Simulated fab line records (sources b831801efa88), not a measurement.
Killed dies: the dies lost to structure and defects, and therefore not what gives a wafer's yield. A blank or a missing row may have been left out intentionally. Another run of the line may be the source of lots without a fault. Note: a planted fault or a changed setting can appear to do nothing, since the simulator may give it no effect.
fab line records -- flow sky130 -- part 1 of 2: steps 1 to 27 of 36
record: lots: 5, wafers: 15, last-day: 50
route steps=708 shown LDD_HVP@285 LDD_LDN@289 SPACER@304 POLY_CUT@307 SD_P@320
lots with no fault: from the same line, run without faults
start-h: start of the lot's first displayed wafer, in hours after the record's first day -- wait-h: time in hours since the lot's previous step -- " same as the row above -- L1.1+2: several wafers, shown together as one row -- - either no value or no given start -- * or withheld: withheld -- < > ~ a bound
route shown NAME@n: NAME is a module with steps in the file, n the number in the route of the first one -- usual: the fault-free wafers' mean and standard deviation -- same: alike in all rows -- chamber/n: place in a boat -- sites: each site's reading -- _std_site: the values' standard deviation -- _edge_site: outer sites' mean less inner sites' -- radius-mm: for every site, how far away it sits from the centre of the wafer -- mask NAME#n: copy n -- behind: the last tool/chamber to shape the wafer -- hold: why the lot was held/for how many hours/how that ended -- device: which transistor (n, p or np) failed to switch -- end of line: tests of these same wafers at the route's end -- for a step that has no rows: nothing shown but its recipe -- killed: dies that structure and defects cost at the first sort, which is not the same as the wafer's yield -- map: the dies of a wafer, with x for killed, . for not killed, _ for no die there
set.NAME: the setting as run; set.NAME@STEP: as run at that earlier step -- model.NAME: the simulator's own value behind a step, which no gauge read
lots seen at some steps along the route; tables by step, rows by wafer
services: the hour from which a tool's chamber was out of use, counted from the record's first day as start-h (under 0 if before that day), plus the number of hours and why
== steps ==
step: SKY_LDD_HVP_OVL_MEAS_07
usual: LDD_HVP_OVL: -0.5/1.2
lot.wafer,tool,chamber,start-h,wait-h,LDD_HVP_OVL[nm]
L085.1,overlay-02,-,617.30,0.1,0.6
L085.3,overlay-02,-,617.30,0.1,0.1
L085.5,overlay-02,-,617.30,0.1,1.5
L088.1,overlay-01,-,634.63,0.1,1.3
L088.2,overlay-01,-,634.63,0.1,-2.1
L088.4,overlay-01,-,634.63,0.1,-1.1
L091.1,overlay-02,-,658.89,0.1,-0.3
L091.4,overlay-02,-,658.89,0.1,-1.2
L091.6,overlay-02,-,658.89,0.1,-0.9
L096.4,overlay-02,-,693.21,0.1,-2.3
L096.5,overlay-02,-,693.21,0.1,-2.0
L096.6,overlay-02,-,693.21,0.1,-0.5
L097.1,overlay-02,-,710.09,0.1,0.8
L097.2,overlay-02,-,710.09,0.1,-2.7
L097.6,overlay-02,-,710.09,0.1,-2.5
step: SKY_LDD_HVP_IMPLANT_08
recipe: species: B, energy-kev: 20, dose-cm2: 1.7e+13, tilt-deg: 17.9
usual: faraday-current-uA: 95.8/1.8, tilt-deg: 17.900/0.019
lot.wafer,tool,chamber,start-h,wait-h,faraday-current-uA,tilt-deg
L085.1,implanter-02,0,617.33,0.0,97.4,17.872
L085.3,implanter-02,0,617.33,0.0,96.6,17.900
L085.5,implanter-02,0,617.33,0.0,93.3,17.888
L088.1,implanter-03,0,634.67,0.0,94.6,17.905
L088.2,implanter-03,0,634.67,0.0,97.0,17.901
L088.4,implanter-03,0,634.67,0.0,95.4,17.906
L091.1,implanter-02,0,658.93,0.0,94.4,17.879
L091.4,implanter-02,0,658.93,0.0,96.8,17.908
L091.6,implanter-02,0,658.93,0.0,98.8,17.905
L096.4,implanter-03,0,693.31,0.1,95.9,17.900
L096.5,implanter-03,0,693.31,0.1,95.8,17.891
L096.6,implanter-03,0,693.31,0.1,98.0,17.897
L097.1,implanter-02,0,710.13,0.0,92.8,17.901
L097.2,implanter-02,0,710.13,0.0,95.3,17.911
L097.6,implanter-02,0,710.13,0.0,95.9,17.916
step: SKY_LDD_HVP_STRIP_09
recipe: chemistry: O2/N2, power-w: 1400, pressure-mtorr: 1500, platen-temp-c: withheld, o2-flow-sccm: 3000, n2-flow-sccm: 300, overash-fraction: 0.5
usual: drypump-motor-current-A: 5.9/0.44, o2-flow-sccm: 3001/9, oes-product-au: 0.409/0.0048, strip-time-to-endpoint-s: 4.134/0.014
lot.wafer,tool,chamber,start-h,wait-h,drypump-motor-current-A,o2-flow-sccm,oes-product-au,rf-hours-counter-h,strip-time-to-endpoint-s
L085.1,plasma-asher-03,0,617.48,0.1,6.2,3003,0.409,50,4.105
L085.3,plasma-asher-03,0,617.48,0.1,6.2,3017,0.405,-,4.140
L085.5,plasma-asher-03,1,617.48,0.1,6.2,2997,0.413,-,4.124
L088.1,plasma-asher-03,1,634.82,0.1,6.2,2997,0.410,52,4.122
L088.2,plasma-asher-03,0,634.82,0.1,6.2,3007,0.406,52,4.144
L088.4,plasma-asher-03,1,634.82,0.1,6.2,3001,0.399,-,4.107
L091.1,plasma-asher-03,1,659.08,0.1,6.2,2999,0.414,54,4.157
L091.4,plasma-asher-03,0,659.08,0.1,6.2,3004,0.412,-,4.110
L091.6,plasma-asher-03,0,659.08,0.1,6.2,2991,0.405,-,4.117
L096.4,plasma-asher-02,1,693.42,0.1,6.1,3005,0.404,-,4.132
L096.5,plasma-asher-02,1,693.42,0.1,6.0,3015,0.408,-,4.148
L096.6,plasma-asher-02,0,693.42,0.1,5.8,3003,0.412,-,4.148
L097.1,plasma-asher-02,1,710.28,0.1,6.0,2992,0.408,94,4.121
L097.2,plasma-asher-02,0,710.28,0.1,5.8,2998,0.410,94,4.137
L097.6,plasma-asher-02,1,710.28,0.1,6.0,3006,0.406,-,4.143
step: SKY_LDD_HVP_TW_MEAS_10
usual: LDD_HVP_TW: 452/4.3
lot.wafer,tool,chamber,start-h,wait-h,LDD_HVP_TW
L085.1,film-metro-02,-,617.58,0.1,449
L085.3,film-metro-02,-,617.58,0.1,449
L085.5,film-metro-02,-,617.58,0.1,448
L088.1,film-metro-03,-,634.92,0.1,447
L088.2,film-metro-03,-,634.92,0.1,447
L088.4,film-metro-03,-,634.92,0.1,449
L091.1,film-metro-04,-,659.18,0.1,460
L091.4,film-metro-04,-,659.18,0.1,460
L091.6,film-metro-04,-,659.18,0.1,459
L096.4,film-metro-02,-,693.51,0.1,451
L096.5,film-metro-02,-,693.51,0.1,452
L096.6,film-metro-02,-,693.51,0.1,451
L097.1,film-metro-03,-,710.38,0.1,452
L097.2,film-metro-03,-,710.38,0.1,446
L097.6,film-metro-03,-,710.38,0.1,448
step: SKY_LDD_LDN_DEHYDRATE_00
recipe: temp-c: 200, time-s: 60
usual: heater-power-total-W: 160.38/0.13
lot.wafer,tool,chamber,start-h,wait-h,heater-power-total-W
L085.1,litho-track-01,0,631.33,13.7,160.55
L085.3,litho-track-01,0,631.33,13.7,160.26
L085.5,litho-track-01,0,631.33,13.7,160.42
L088.1,litho-track-01,0,648.83,13.9,160.42
L088.2,litho-track-01,0,648.83,13.9,160.33
L088.4,litho-track-01,0,648.83,13.9,160.60
L091.1,litho-track-04,0,672.49,13.3,160.43
L091.4,litho-track-04,0,672.49,13.3,160.53
L091.6,litho-track-04,0,672.49,13.3,160.23
L096.4,litho-track-02,0,706.61,13.1,160.36
L096.5,litho-track-02,0,706.61,13.1,160.37
L096.6,litho-track-02,0,706.61,13.1,160.23
L097.1,litho-track-01,0,723.93,13.5,160.41
L097.2,litho-track-01,0,723.93,13.5,160.29
L097.6,litho-track-01,0,723.93,13.5,160.19
step: SKY_LDD_LDN_HMDS_01
recipe: prime-time-s: 60, prime-temp-c: 120
same: prime-time-s: 60
lot.wafer,tool,chamber,start-h,wait-h
L085.1+3+5,litho-track-01,0,631.48,0.1
L088.1+2+4,litho-track-01,0,648.98,0.1
L091.1+4+6,litho-track-04,0,672.64,0.1
L096.4+5+6,litho-track-02,0,706.76,0.1
L097.1+2+6,litho-track-01,0,724.08,0.1
step: SKY_LDD_LDN_COAT_02
recipe: resist: NOVOLAK, spin-rpm: 3000, resist-thk-nm: 1140
lot.wafer,tool,chamber,start-h,wait-h
L085.1+3+5,litho-track-01,0,631.63,0.1
L088.1+2+4,litho-track-01,0,649.13,0.1
L091.1+4+6,litho-track-04,0,672.79,0.1
L096.4+5+6,litho-track-02,0,706.91,0.1
L097.1+2+6,litho-track-01,0,724.23,0.1
step: SKY_LDD_LDN_SOFTBAKE_03
recipe: temp-c: 90, time-s: 60, resist: NOVOLAK
usual: heater-power-total-W: 56.60/0.047
lot.wafer,tool,chamber,start-h,wait-h,heater-power-total-W
L085.1,litho-track-01,0,631.78,0.1,56.66
L085.3,litho-track-01,0,631.78,0.1,56.63
L085.5,litho-track-01,0,631.78,0.1,56.57
L088.1,litho-track-01,0,649.28,0.1,56.59
L088.2,litho-track-01,0,649.28,0.1,56.61
L088.4,litho-track-01,0,649.28,0.1,56.56
L091.1,litho-track-04,0,672.94,0.1,56.62
L091.4,litho-track-04,0,672.94,0.1,56.56
L091.6,litho-track-04,0,672.94,0.1,56.62
L096.4,litho-track-02,0,707.06,0.1,56.59
L096.5,litho-track-02,0,707.06,0.1,56.60
L096.6,litho-track-02,0,707.06,0.1,56.62
L097.1,litho-track-01,0,724.38,0.1,56.61
L097.2,litho-track-01,0,724.38,0.1,56.63
L097.6,litho-track-01,0,724.38,0.1,56.71
step: SKY_LDD_LDN_EXPOSE_04
recipe: mask-id: LDNTM, na: 0.6, source-shape: conventional, sigma-outer: 0.6, polarization: unpolarized, target-cd-nm: 700, dose-mj: 140
usual: exposure-dose-mJ-cm2: 140.00/0.14
lot.wafer,tool,chamber,start-h,wait-h,mask,exposure-dose-mJ-cm2
L085.1,iline-stepper-01,0,-,-,LDNTM#0,139.82
L085.3,iline-stepper-01,0,-,-,LDNTM#0,139.80
L085.5,iline-stepper-01,0,-,-,LDNTM#0,139.68
L088.1,iline-stepper-01,0,-,-,LDNTM#0,140.03
L088.2,iline-stepper-01,0,-,-,LDNTM#0,139.91
L088.4,iline-stepper-01,0,-,-,LDNTM#0,139.97
L091.1,iline-stepper-02,0,-,-,LDNTM#0,139.94
L091.4,iline-stepper-02,0,-,-,LDNTM#0,139.96
L091.6,iline-stepper-02,0,-,-,LDNTM#0,139.72
L096.4,iline-stepper-01,0,-,-,LDNTM#0,139.98
L096.5,iline-stepper-01,0,-,-,LDNTM#0,139.88
L096.6,iline-stepper-01,0,-,-,LDNTM#0,140.15
L097.1,iline-stepper-02,0,-,-,LDNTM#0,140.09
L097.2,iline-stepper-02,0,-,-,LDNTM#0,140.23
L097.6,iline-stepper-02,0,-,-,LDNTM#0,140.08
step: SKY_LDD_LDN_PEB_05
recipe: temp-c: withheld, time-s: *, resist: NOVOLAK
lot.wafer,tool,chamber,start-h,wait-h
L085.1+3+5,litho-track-02,0,-,-
L088.1+2+4,litho-track-02,0,-,-
L091.1+4+6,litho-track-04,0,-,-
L096.4+5+6,litho-track-02,0,-,-
L097.1+2+6,litho-track-04,0,-,-
step: SKY_LDD_LDN_DEVELOP_06
recipe: resist: NOVOLAK, developer: TMAH, develop-time-s: 60, dev-temp-c: 23
lot.wafer,tool,chamber,start-h,wait-h
L085.1+3+5,litho-track-02,0,645.73,0.1
L088.1+2+4,litho-track-02,0,663.48,0.1
L091.1+4+6,litho-track-04,0,686.79,0.1
L096.4+5+6,litho-track-02,0,720.86,0.1
L097.1+2+6,litho-track-04,0,738.29,0.1
step: SKY_LDD_LDN_OVL_MEAS_07
usual: LDD_LDN_OVL: -0.7/1.3
lot.wafer,tool,chamber,start-h,wait-h,LDD_LDN_OVL[nm]
L085.1,overlay-01,-,645.88,0.1,-1.4
L085.3,overlay-01,-,645.88,0.1,-2.3
L085.5,overlay-01,-,645.88,0.1,-3.0
L088.1,overlay-02,-,663.63,0.1,-1.7
L088.2,overlay-02,-,663.63,0.1,-1.7
L088.4,overlay-02,-,663.63,0.1,-1.3
L091.1,overlay-01,-,686.94,0.1,-0.4
L091.4,overlay-01,-,686.94,0.1,-0.6
L091.6,overlay-01,-,686.94,0.1,-1.9
L096.4,overlay-02,-,720.95,0.1,-1.8
L096.5,overlay-02,-,720.95,0.1,-1.1
L096.6,overlay-02,-,720.95,0.1,-1.2
L097.1,overlay-01,-,738.44,0.1,-1.1
L097.2,overlay-01,-,738.44,0.1,-1.5
L097.6,overlay-01,-,738.44,0.1,-1.6
step: SKY_LDD_LDN_IMPLANT_08
recipe: species: As, energy-kev: 15, dose-cm2: 1.25e+13, tilt-deg: withheld, rotation-deg: 23
usual: faraday-current-uA: 70.5/1.6
lot.wafer,tool,chamber,start-h,wait-h,faraday-current-uA
L085.1,implanter-03,0,645.92,0.0,71.6
L085.3,implanter-03,0,645.92,0.0,69.9
L085.5,implanter-03,0,645.92,0.0,69.2
L088.1,implanter-02,0,663.67,0.0,71.8
L088.2,implanter-02,0,663.67,0.0,70.0
L088.4,implanter-02,0,663.67,0.0,72.6
L091.1,implanter-03,0,686.98,0.0,70.9
L091.4,implanter-03,0,686.98,0.0,72.5
L091.6,implanter-03,0,686.98,0.0,70.9
L096.4,implanter-03,0,721.05,0.1,72.6
L096.5,implanter-03,0,721.05,0.1,71.3
L096.6,implanter-03,0,721.05,0.1,70.3
L097.1,implanter-02,0,738.48,0.0,68.7
L097.2,implanter-02,0,738.48,0.0,68.6
L097.6,implanter-02,0,738.48,0.0,69.7
step: SKY_LDD_LDN_IMPLANT_09
recipe: species: As, energy-kev: 15, dose-cm2: 1.25e+13, tilt-deg: withheld, rotation-deg: 113
usual: faraday-current-uA: 70.6/1.4
lot.wafer,tool,chamber,start-h,wait-h,faraday-current-uA
L085.1,implanter-03,0,646.07,0.1,72.2
L085.3,implanter-03,0,646.07,0.1,69.7
L085.5,implanter-03,0,646.07,0.1,71.7
L088.1,implanter-02,0,663.82,0.1,68.7
L088.2,implanter-02,0,663.82,0.1,69.4
L088.4,implanter-02,0,663.82,0.1,71.3
L091.1,implanter-03,0,687.13,0.1,69.9
L091.4,implanter-03,0,687.13,0.1,70.7
L091.6,implanter-03,0,687.13,0.1,69.8
L096.4,implanter-03,0,721.20,0.1,72.8
L096.5,implanter-03,0,721.20,0.1,70.8
L096.6,implanter-03,0,721.20,0.1,69.3
L097.1,implanter-02,0,738.63,0.1,69.5
L097.2,implanter-02,0,738.63,0.1,72.7
L097.6,implanter-02,0,738.63,0.1,68.6
step: SKY_LDD_LDN_IMPLANT_10
recipe: species: As, energy-kev: 15, dose-cm2: 1.25e+13, tilt-deg: withheld, rotation-deg: 203
usual: faraday-current-uA: 70.5/1.5
lot.wafer,tool,chamber,start-h,wait-h,faraday-current-uA
L085.1,implanter-03,0,646.22,0.1,71.3
L085.3,implanter-03,0,646.22,0.1,70.4
L085.5,implanter-03,0,646.22,0.1,71.6
L088.1,implanter-02,0,663.97,0.1,71.0
L088.2,implanter-02,0,663.97,0.1,67.8
L088.4,implanter-02,0,663.97,0.1,70.1
L091.1,implanter-03,0,687.28,0.1,68.2
L091.4,implanter-03,0,687.28,0.1,68.6
L091.6,implanter-03,0,687.28,0.1,68.5
L096.4,implanter-03,0,721.35,0.1,69.9
L096.5,implanter-03,0,721.35,0.1,69.2
L096.6,implanter-03,0,721.35,0.1,70.7
L097.1,implanter-02,0,738.78,0.1,71.4
L097.2,implanter-02,0,738.78,0.1,71.0
L097.6,implanter-02,0,738.78,0.1,69.5
step: SKY_LDD_LDN_IMPLANT_11
recipe: species: As, energy-kev: 15, dose-cm2: 1.25e+13, tilt-deg: withheld, rotation-deg: 293
usual: faraday-current-uA: 70.5/1.5
lot.wafer,tool,chamber,start-h,wait-h,faraday-current-uA
L085.1,implanter-03,0,646.37,0.1,72.4
L085.3,implanter-03,0,646.37,0.1,70.7
L085.5,implanter-03,0,646.37,0.1,69.7
L088.1,implanter-02,0,664.12,0.1,71.2
L088.2,implanter-02,0,664.12,0.1,69.5
L088.4,implanter-02,0,664.12,0.1,69.9
L091.1,implanter-03,0,687.43,0.1,69.7
L091.4,implanter-03,0,687.43,0.1,69.3
L091.6,implanter-03,0,687.43,0.1,70.1
L096.4,implanter-03,0,721.50,0.1,69.2
L096.5,implanter-03,0,721.50,0.1,69.5
L096.6,implanter-03,0,721.50,0.1,70.4
L097.1,implanter-02,0,738.93,0.1,70.2
L097.2,implanter-02,0,738.93,0.1,70.4
L097.6,implanter-02,0,738.93,0.1,69.4
step: SKY_LDD_LDN_STRIP_12
recipe: chemistry: O2/N2, power-w: 1400, pressure-mtorr: 1500, platen-temp-c: withheld, o2-flow-sccm: 3000, n2-flow-sccm: 300, overash-fraction: 0.5
usual: drypump-motor-current-A: 5.7/0.51, o2-flow-sccm: 3000/8.1, oes-product-au: 0.716/0.0042, strip-time-to-endpoint-s: 14.17/0.038
lot.wafer,tool,chamber,start-h,wait-h,drypump-motor-current-A,o2-flow-sccm,oes-product-au,rf-hours-counter-h,strip-time-to-endpoint-s
L085.1,plasma-asher-01,0,646.52,0.1,5.7,3010,0.715,85,14.23
L085.3,plasma-asher-01,1,646.52,0.1,5.3,3000,0.721,-,14.21
L085.5,plasma-asher-01,1,646.52,0.1,5.3,2993,0.723,-,14.19
L088.1,plasma-asher-03,0,664.27,0.1,6.2,3014,0.713,55,14.21
L088.2,plasma-asher-03,1,664.27,0.1,6.2,2993,0.706,55,14.26
L088.4,plasma-asher-03,0,664.27,0.1,6.2,3014,0.712,-,14.25
L091.1,plasma-asher-04,0,687.58,0.1,5.6,2997,0.715,26,14.09
L091.4,plasma-asher-04,0,687.58,0.1,5.6,3000,0.714,-,14.14
L091.6,plasma-asher-04,1,687.58,0.1,4.9,2992,0.723,-,14.08
L096.4,plasma-asher-03,0,721.60,0.1,6.2,3007,0.715,-,14.17
L096.5,plasma-asher-03,1,721.60,0.1,6.2,2983,0.719,-,14.18
L096.6,plasma-asher-03,0,721.60,0.1,6.2,3006,0.716,-,14.18
L097.1,plasma-asher-04,0,739.08,0.1,5.6,2986,0.716,31,14.11
L097.2,plasma-asher-04,1,739.08,0.1,4.9,3001,0.726,31,14.19
L097.6,plasma-asher-04,1,739.08,0.1,4.9,3002,0.716,-,14.20
step: SKY_LDD_LDN_TW_MEAS_13
usual: LDD_LDN_TW: 1459/9.4
lot.wafer,tool,chamber,start-h,wait-h,LDD_LDN_TW
L085.1,film-metro-02,-,646.62,0.1,1467
L085.3,film-metro-02,-,646.62,0.1,1478
L085.5,film-metro-02,-,646.62,0.1,1465
L088.1,film-metro-02,-,664.37,0.1,1465
L088.2,film-metro-02,-,664.37,0.1,1472
L088.4,film-metro-02,-,664.37,0.1,1469
L091.1,film-metro-02,-,687.68,0.1,1474
L091.4,film-metro-02,-,687.68,0.1,1470
L091.6,film-metro-02,-,687.68,0.1,1463
L096.4,film-metro-03,-,721.70,0.1,1446
L096.5,film-metro-03,-,721.70,0.1,1452
L096.6,film-metro-03,-,721.70,0.1,1452
L097.1,film-metro-01,-,739.18,0.1,1483
L097.2,film-metro-01,-,739.18,0.1,1478
L097.6,film-metro-01,-,739.18,0.1,1475
step: SKY_LDD_LDN_CLEAN_14
recipe: chemistry: SC1/SC2, mix: 1:4:20, temp-c: 70, time-s: 150, dry: n2-spin
usual: bath-guard-temp-C: 70.1/0.49
lot.wafer,tool,chamber,start-h,wait-h,bath-guard-temp-C
L085.1,wet-bench-04,3,646.68,0.1,70.2
L085.3,wet-bench-04,3,646.68,0.1,70.3
L085.5,wet-bench-04,3,646.68,0.1,70.3
L088.1,wet-bench-02,0,664.43,0.1,69.1
L088.2,wet-bench-02,0,664.43,0.1,69.0
L088.4,wet-bench-02,0,664.43,0.1,69.0
L091.1,wet-bench-04,0,687.74,0.1,70.5
L091.4,wet-bench-04,0,687.74,0.1,70.5
L091.6,wet-bench-04,0,687.74,0.1,70.1
L096.4,wet-bench-03,1,721.73,0.0,70.5
L096.5,wet-bench-03,1,721.73,0.0,70.5
L096.6,wet-bench-03,1,721.73,0.0,70.0
L097.1,wet-bench-02,3,739.24,0.1,70.1
L097.2,wet-bench-02,3,739.24,0.1,69.9
L097.6,wet-bench-02,3,739.24,0.1,70.4
step: SKY_SPACER_CVD_00
recipe: material: Si3N4, precursor: DCS/NH3, target-thk-nm: 43.1, temp-c: 770, time-s: 740, pressure-mtorr: 250
lot.wafer,tool,chamber,start-h,wait-h
L085.1+3+5,lpcvd-02,1,646.73,0.0
L088.1+2+4,lpcvd-02,0,665.82,1.3
L091.1+4+6,lpcvd-02,1,687.79,0.0
L096.4+5+6,lpcvd-02,0,721.83,0.0
L097.1+2+6,lpcvd-02,0,739.29,0.0
step: SKY_SPACER_THK_MEAS_01
recipe: reads: Si3N4_of_SPACER_CVD_00
usual: SPACER_CVD_00_THK: 43.1/0.55
lot.wafer,tool,chamber,start-h,wait-h,SPACER_CVD_00_THK[nm]
L085.1,film-metro-04,-,647.94,0.0,42.4
L085.3,film-metro-04,-,647.94,0.0,42.2
L085.5,film-metro-04,-,647.94,0.0,42.0
L088.1,film-metro-01,-,667.63,0.0,43.0
L088.2,film-metro-01,-,667.63,0.0,42.9
L088.4,film-metro-01,-,667.63,0.0,43.1
L091.1,film-metro-04,-,688.99,0.0,42.7
L091.4,film-metro-04,-,688.99,0.0,43.4
L091.6,film-metro-04,-,688.99,0.0,43.0
L096.4,film-metro-03,-,723.07,0.0,43.2
L096.5,film-metro-03,-,723.07,0.0,42.7
L096.6,film-metro-03,-,723.07,0.0,42.5
L097.1,film-metro-03,-,740.50,0.0,43.1
L097.2,film-metro-03,-,740.50,0.0,43.6
L097.6,film-metro-03,-,740.50,0.0,43.4
step: SKY_SPACER_ETCHBACK_02
recipe: chemistry: CH3F/O2, target: Si3N4, stop-on: SiO2, source-w: 400, bias-w: 80, pressure-mtorr: 25, ch3f-flow-sccm: 40, O2_flow_sccm: 30, time-s: 46.7, target-depth-a: 450
usual: O2_flow_sccm: 29.99/0.096, drypump-motor-current-A: 5.5/0.38, oes-product-au: 0.855/0.0078, throttle-valve-pct: 10.562/0.0087
lot.wafer,tool,chamber,start-h,wait-h,O2_flow_sccm,drypump-motor-current-A,oes-product-au,rf-hours-counter-h,throttle-valve-pct
L085.1,rie-diel-01,2,648.00,0.1,29.96,5.5,0.846,12,10.559
L085.3,rie-diel-01,3,648.00,0.1,30.20,6.1,0.837,27,10.566
L085.5,rie-diel-01,0,648.00,0.1,29.96,5.6,0.852,-,10.560
L088.1,rie-diel-03,1,667.69,0.1,30.01,5.3,0.854,57,10.559
L088.2,rie-diel-03,3,667.69,0.1,30.22,6.4,0.856,13,10.568
L088.4,rie-diel-03,0,667.69,0.1,29.95,5.4,0.850,7,10.577
L091.1,rie-diel-01,1,689.05,0.1,29.95,5.0,0.853,13,10.552
L091.4,rie-diel-01,0,689.05,0.1,29.97,5.6,0.855,54,10.556
L091.6,rie-diel-01,3,689.05,0.1,30.03,6.1,0.849,-,10.561
L096.4,rie-diel-03,0,723.12,0.0,30.03,5.4,0.845,-,10.559
L096.5,rie-diel-03,3,723.12,0.0,30.05,6.4,0.857,-,10.565
L096.6,rie-diel-03,1,723.12,0.0,29.86,5.3,0.852,-,10.560
L097.1,rie-diel-04,2,740.56,0.1,29.99,5.7,0.859,11,10.558
L097.2,rie-diel-04,1,740.56,0.1,29.90,5.0,0.856,18,10.559
L097.6,rie-diel-04,0,740.56,0.1,29.85,5.5,0.854,-,10.552
step: SKY_POLY_CUT_DEHYDRATE_00
recipe: temp-c: 200, time-s: 60
usual: heater-power-total-W: 160.36/0.13
lot.wafer,tool,chamber,start-h,wait-h,heater-power-total-W
L085.1,litho-track-03,0,661.70,13.7,160.26
L085.3,litho-track-03,0,661.70,13.7,160.17
L085.5,litho-track-03,0,661.70,13.7,160.13
L088.1,litho-track-01,0,680.68,13.0,160.57
L088.2,litho-track-01,0,680.68,13.0,160.57
L088.4,litho-track-01,0,680.68,13.0,160.56
L091.1,litho-track-03,0,702.65,13.6,160.63
L091.4,litho-track-03,0,702.65,13.6,160.22
L091.6,litho-track-03,0,702.65,13.6,160.23
L096.4,litho-track-03,0,736.42,13.3,160.38
L096.5,litho-track-03,0,736.42,13.3,160.25
L096.6,litho-track-03,0,736.42,13.3,160.55
L097.1,litho-track-03,0,753.40,12.8,160.26
L097.2,litho-track-03,0,753.40,12.8,160.21
L097.6,litho-track-03,0,753.40,12.8,160.42
step: SKY_POLY_CUT_HMDS_01
recipe: prime-time-s: 60, prime-temp-c: 120
same: prime-time-s: 60
lot.wafer,tool,chamber,start-h,wait-h
L085.1+3+5,litho-track-03,0,661.85,0.1
L088.1+2+4,litho-track-01,0,680.83,0.1
L091.1+4+6,litho-track-03,0,702.80,0.1
L096.4+5+6,litho-track-03,0,736.57,0.1
L097.1+2+6,litho-track-03,0,753.55,0.1
step: SKY_POLY_CUT_COAT_02
recipe: resist: BARC, temp-c: withheld, time-s: withheld, spin-rpm: 3000, resist-thk-nm: 60
lot.wafer,tool,chamber,start-h,wait-h
L085.1+3+5,litho-track-03,0,662.00,0.1
L088.1+2+4,litho-track-01,0,680.98,0.1
L091.1+4+6,litho-track-03,0,702.95,0.1
L096.4+5+6,litho-track-03,0,736.72,0.1
L097.1+2+6,litho-track-03,0,753.70,0.1
step: SKY_POLY_CUT_COAT_03
recipe: resist: KrF-thick, spin-rpm: 3000, resist-thk-nm: 450
lot.wafer,tool,chamber,start-h,wait-h
L085.1+3+5,litho-track-03,0,-,-
L088.1+2+4,litho-track-01,0,-,-
L091.1+4+6,litho-track-03,0,-,-
L096.4+5+6,litho-track-03,0,-,-
L097.1+2+6,litho-track-03,0,-,-
step: SKY_POLY_CUT_SOFTBAKE_04
recipe: temp-c: 100, time-s: 90, resist: KrF-thick
usual: heater-power-total-W: 57.36/0.11
lot.wafer,tool,chamber,start-h,wait-h,heater-power-total-W
L085.1,litho-track-03,0,-,-,57.22
L085.3,litho-track-03,0,-,-,57.46
L085.5,litho-track-03,0,-,-,57.37
L088.1,litho-track-01,0,-,-,57.44
L088.2,litho-track-01,0,-,-,57.27
L088.4,litho-track-01,0,-,-,57.48
L091.1,litho-track-03,0,-,-,57.36
L091.4,litho-track-03,0,-,-,57.38
L091.6,litho-track-03,0,-,-,57.29
L096.4,litho-track-03,0,-,-,57.23
L096.5,litho-track-03,0,-,-,57.27
L096.6,litho-track-03,0,-,-,57.19
L097.1,litho-track-03,0,-,-,57.45
L097.2,litho-track-03,0,-,-,57.18
L097.6,litho-track-03,0,-,-,57.26
